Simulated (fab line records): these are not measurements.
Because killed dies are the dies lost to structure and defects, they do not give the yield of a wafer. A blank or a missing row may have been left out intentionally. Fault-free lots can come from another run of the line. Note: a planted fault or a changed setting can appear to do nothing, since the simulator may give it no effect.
Which tool did it? :: flow gf180mcu :: 14 lots, 42 wafers sampled, at 3 steps of a route of 602

== WHAT THE GAUGES SHOWED, per wafer ==
GF_DUAL_GATE_OVL_MEAS_11. Usual: DUAL_GATE_OVL gives 0.0 nm (standard deviation 1.4).
lot: L350
measured: day 8 07:02
on: overlay-02
DUAL_GATE_OVL (nm): 2.6 0.8 0.5
flag: 

lot: L351
measured: day 9 11:23
on: overlay-02
DUAL_GATE_OVL (nm): 0.4 -0.7 0.0
flag: 

lot: L354
measured: day 9 17:14
on: overlay-02
DUAL_GATE_OVL (nm): 0.6 1.2 1.8
flag: 

lot: L355
measured: day 9 23:25
on: overlay-02
DUAL_GATE_OVL (nm): -2.5 -1.5 0.7
flag: 

lot: L356
measured: day 10 10:50
on: overlay-01
DUAL_GATE_OVL (nm): -1.7 -1.5 -1.0
flag: 

lot: L357
measured: day 10 18:22
on: overlay-02
DUAL_GATE_OVL (nm): 0.2 0.4 0.6
flag: 

lot: L360
measured: day 11 18:22
on: overlay-02
DUAL_GATE_OVL (nm): 0.7 0.9 1.2
flag: 

lot: L361
measured: day 11 22:56
on: overlay-02
DUAL_GATE_OVL (nm): 2.1 0.1 3.9
flag: 

lot: L363
measured: day 12 18:37
on: overlay-02
DUAL_GATE_OVL (nm): 0.5 -0.8 0.1
flag: 

lot: L364
measured: day 12 23:14
on: overlay-02
DUAL_GATE_OVL (nm): -1.3 -1.8 1.0
flag: 

lot: L365
measured: day 13 08:55
on: overlay-02
DUAL_GATE_OVL (nm): -0.7 -0.9 -0.3
flag: 

lot: L366
measured: day 13 09:52
on: overlay-02
DUAL_GATE_OVL (nm): -0.2 -2.0 -0.5
flag: 

lot: L369
measured: day 14 08:23
on: overlay-02
DUAL_GATE_OVL (nm): 2.2 -0.6 2.2
flag: 

lot: L372
measured: day 15 03:31
on: overlay-02
DUAL_GATE_OVL (nm): 0.0 0.9 -2.1
flag: 

GF_POLY_GATE_THK_MEAS_17. Usual: POLY_GATE_OXIDATION_THK gives 3.99 nm (standard deviation 0.067).
lot: L350
measured: day 9 07:13
on: film metro-02
POLY_GATE_OXIDATION_THK (nm): 4.03 4.00 4.02
flag: 

lot: L351
measured: day 10 11:48
on: film metro-01
POLY_GATE_OXIDATION_THK (nm): 3.96 3.96 3.89
flag: 

lot: L354
measured: day 10 16:49
on: film metro-03
POLY_GATE_OXIDATION_THK (nm): 3.96 3.96 4.02
flag: 

lot: L355
measured: day 11 00:05
on: film metro-03
POLY_GATE_OXIDATION_THK (nm): 4.03 4.06 3.99
flag: 

lot: L356
measured: day 11 13:17
on: film metro-03
POLY_GATE_OXIDATION_THK (nm): 4.02 4.09 4.03
flag: 

lot: L357
measured: day 11 18:03
on: film metro-02
POLY_GATE_OXIDATION_THK (nm): 3.93 3.98 3.94
flag: 

lot: L360
measured: day 12 19:00
on: film metro-02
POLY_GATE_OXIDATION_THK (nm): 4.02 4.00 4.02
flag: 

lot: L361
measured: day 12 22:58
on: film metro-01
POLY_GATE_OXIDATION_THK (nm): 3.95 4.10 3.98
flag: 

lot: L363
measured: day 13 20:44
on: film metro-02
POLY_GATE_OXIDATION_THK (nm): 3.91 3.98 3.95
flag: 

lot: L364
measured: day 14 00:17
on: film metro-01
POLY_GATE_OXIDATION_THK (nm): 4.01 3.91 3.95
flag: 

lot: L365
measured: day 14 10:05
on: film metro-01
POLY_GATE_OXIDATION_THK (nm): 4.02 3.97 4.11
flag: 

lot: L366
measured: day 14 11:21
on: film metro-03
POLY_GATE_OXIDATION_THK (nm): 4.01 4.07 4.06
flag: 

lot: L369
measured: day 15 11:57
on: film metro-02
POLY_GATE_OXIDATION_THK (nm): 3.94 4.02 4.01
flag: 

lot: L372
measured: day 16 08:20
on: film metro-02
POLY_GATE_OXIDATION_THK (nm): 3.83 3.84 3.91
flag: 

GF_HV_LDD_OVL_MEAS_08. Usual: HV_LDD_OVL gives 0.2 nm (standard deviation 1.6).
lot: L350
measured: day 10 00:46
on: overlay-02
HV_LDD_OVL (nm): -0.1 -0.8 0.4
flag: 

lot: L351
measured: day 11 06:01
on: overlay-02
HV_LDD_OVL (nm): -0.5 0.8 1.3
flag: 

lot: L354
measured: day 11 11:19
on: overlay-01
HV_LDD_OVL (nm): 1.4 2.2 -1.0
flag: 

lot: L355
measured: day 11 19:36
on: overlay-01
HV_LDD_OVL (nm): 0.1 -1.1 -1.5
flag: 

lot: L356
measured: day 12 08:07
on: overlay-01
HV_LDD_OVL (nm): 0.8 -2.3 -1.3
flag: 

lot: L357
measured: day 12 13:09
on: overlay-01
HV_LDD_OVL (nm): 0.1 0.1 0.2
flag: 

lot: L360
measured: day 13 15:28
on: overlay-02
HV_LDD_OVL (nm): 0.8 0.2 2.1
flag: 

lot: L361
measured: day 13 19:40
on: overlay-02
HV_LDD_OVL (nm): -0.4 -1.0 -1.2
flag: 

lot: L363
measured: day 14 18:01
on: overlay-02
HV_LDD_OVL (nm): -0.1 -0.1 1.4
flag: 

lot: L364
measured: day 14 20:40
on: overlay-02
HV_LDD_OVL (nm): 0.9 2.4 0.5
flag: 

lot: L365
measured: day 15 06:57
on: overlay-02
HV_LDD_OVL (nm): -0.6 -2.4 -0.8
flag: 

lot: L366
measured: day 15 08:55
on: overlay-02
HV_LDD_OVL (nm): -0.5 0.8 0.9
flag: 

lot: L369
measured: day 16 10:16
on: overlay-02
HV_LDD_OVL (nm): 0.5 2.2 2.8
flag: 

lot: L372
measured: day 17 06:16
on: overlay-01
HV_LDD_OVL (nm): -0.9 0.5 1.7
flag: 

== EACH LOT AND THE TOOL THAT RAN IT (in order: tool; ch and the chambers of the sampled wafers; start) ==
Record: no process step prior to these readings.

== WHAT THE TOOLS THEMSELVES READ (means of the sampled wafers that have a number; where no wafer has one, the mark that the record gives instead) ==
The record holds no such reading with a usual standard deviation.

== THE ANSWER, worked out from the rows above alone ==
Rule: lot off if the mean of its wafers having a number is beyond 3 standard deviations from the usual mean. A lot without any number at a reading at which 4 lots or more have one is off too. All remaining lots with rows at the step are treated as sound. After the gauges, taken in route order, come the tools' own readings; for these a lot's mean is taken, as printed above. At the first step where some lot is off, the reading lying furthest off is the one used; lots without a number count as furthest.
No lot is off on any of the readings shown, so nothing can be concluded from this.

== WHAT WAS PUT IN BY THE SIMULATOR ==
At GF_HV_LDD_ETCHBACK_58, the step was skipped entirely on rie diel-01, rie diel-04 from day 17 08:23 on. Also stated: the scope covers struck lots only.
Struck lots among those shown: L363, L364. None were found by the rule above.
